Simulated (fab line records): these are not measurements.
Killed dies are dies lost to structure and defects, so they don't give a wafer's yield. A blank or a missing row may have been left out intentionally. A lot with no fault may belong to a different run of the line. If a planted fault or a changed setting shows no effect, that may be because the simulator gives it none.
A lot that was struck, set against a sound lot || flow gf180mcu || 15 steps out of a route of 602
Sound: the wafers L625.3, L625.4, L625.5. Struck: wafer L636.1 (L636.3, L636.4, from the same lot, were not struck and are left out); the cause is given at the end.
Per side, at each step with rows, come the tool, then ch with its chambers, and then its first start. Under that, the readings that differ: sound wafers || struck wafers || difference of the means || sigmas: that difference in standard deviations of wafers without a fault.
alike: readings whose means differ by less than 2 such deviations, and words and numbers that are the same on both sides. not compared: withheld readings, readings that some wafer has no value for, bounds like >300 that may hide the same value, and numbers for which the record gives no deviation and whose values overlap.
The two part at a step that has a row with sigmas, a row that says differs or no value, or rows on one side only. Non-overlapping numbers with no deviation appear without sigmas and do not part them. A reading missing from all wafers of one side parts the sides only when that side holds two or more wafers.

first, 3 steps without rows for these wafers: GF_V2_EXPOSE_11 (exposes mask Via2, target cd 260 nm); GF_V2_PEB_12 (peb time 90 s); GF_V2_DEVELOP_13 (develop time 60 s).
GF_V2_CD_MEAS_14 targets a cd of 260 nm.
  sound on cd_sem-02, day 20 02:44; struck on cd_sem-02, day 24 10:34
  alike: cd_nm
GF_V2_OVL_MEAS_15:
  sound on overlay-01, day 20 02:50; struck on overlay-02, day 24 10:41
{"reading": "V2_OVL (nm)", "sound": "-1 0 3", "struck": -15, "difference": -16, "sigmas": -3}
GF_V2_ETCH_16: etches BARC in N2/H2.
  sound on rie_diel-01 ch 0,1, day 20 02:51; struck on rie_diel-03 ch 3, day 24 10:43
  alike: drypump_motor_current_A, oes_product_au, rf_fwd_power_W, throttle_valve_pct
GF_V2_ETCH_17: etches SiO2 in C4F8/O2/Ar, stops on TiN, target depth 630 nm.
  sound: rie_diel-01 ch 0,1; struck: rie_diel-03 ch 3
  alike: oes_product_au, rf_fwd_power_W
GF_V2_STRIP_18: strips in O2/N2.
  sound on plasma_asher-03 ch 0,1, day 20 03:01; struck on plasma_asher-03 ch 1, day 24 10:51
{"reading": "rf_hours_counter_h (h)", "sound": "- - -", "struck": 77, "difference": "no value on the sound wafers", "sigmas": ""}
  alike: drypump_motor_current_A, heater_power_w, oes_product_au
then, 2 steps without rows for these wafers: GF_V2_STRIP_19 (strips in post etch residue remover, time 1200 s); GF_V2_CLEAN_20 (cleans in DIW).
GF_V2_SPUTTER_21: material Ti, target thk 15 nm, time 80.02 s.
  sound on pvd_sputter-01, day 20 03:31; struck on pvd_sputter-03, day 24 11:23
  alike: throttle_valve_pct
GF_V2_SPUTTER_22: material TiN, target thk 10 nm, time 40 s.
  sound on pvd_sputter-01, day 20 03:35; struck on pvd_sputter-03, day 24 11:26
  alike: throttle_valve_pct
GF_V2_CVD_23: deposits W, target thk 350 nm, time 104.94 s.
  sound on cvd_w-01 ch 0,1, day 20 03:39; struck on cvd_w-01 ch 0, day 24 11:29
{"reading": "model.W_of_V2_CVD_23.thk_nm (nm)", "sound": "342 343.8 343.4", "struck": 350.1, "difference": "+7.0", "sigmas": ""}
  alike: chamber_pressure_Torr, heater_power_w
GF_V2_RS_MEAS_24: measurement is done with a four-point probe.
  sound on film_metro-02, day 20 03:46; struck on film_metro-04, day 24 11:35
{"reading": "V2_W_RS (ohm/sq)", "sound": "0.336 0.333 0.333", "struck": 0.327, "difference": -0.007, "sigmas": -2}
-- the record jumps here: 8 days lie between the struck wafers' starts before and after (it left off in module V2 and takes up again in module PASSIVATION, whose first step shown is number 602 of the route) --
GF_PASSIVATION_PROBE_99:
  record: rows for the struck wafers here (prober-02, day 32 07:05), none for the sound ones

WHERE THEY PART
First at GF_V2_OVL_MEAS_15; last, within this record, at GF_PASSIVATION_PROBE_99.

WHY: whatever the simulator had introduced
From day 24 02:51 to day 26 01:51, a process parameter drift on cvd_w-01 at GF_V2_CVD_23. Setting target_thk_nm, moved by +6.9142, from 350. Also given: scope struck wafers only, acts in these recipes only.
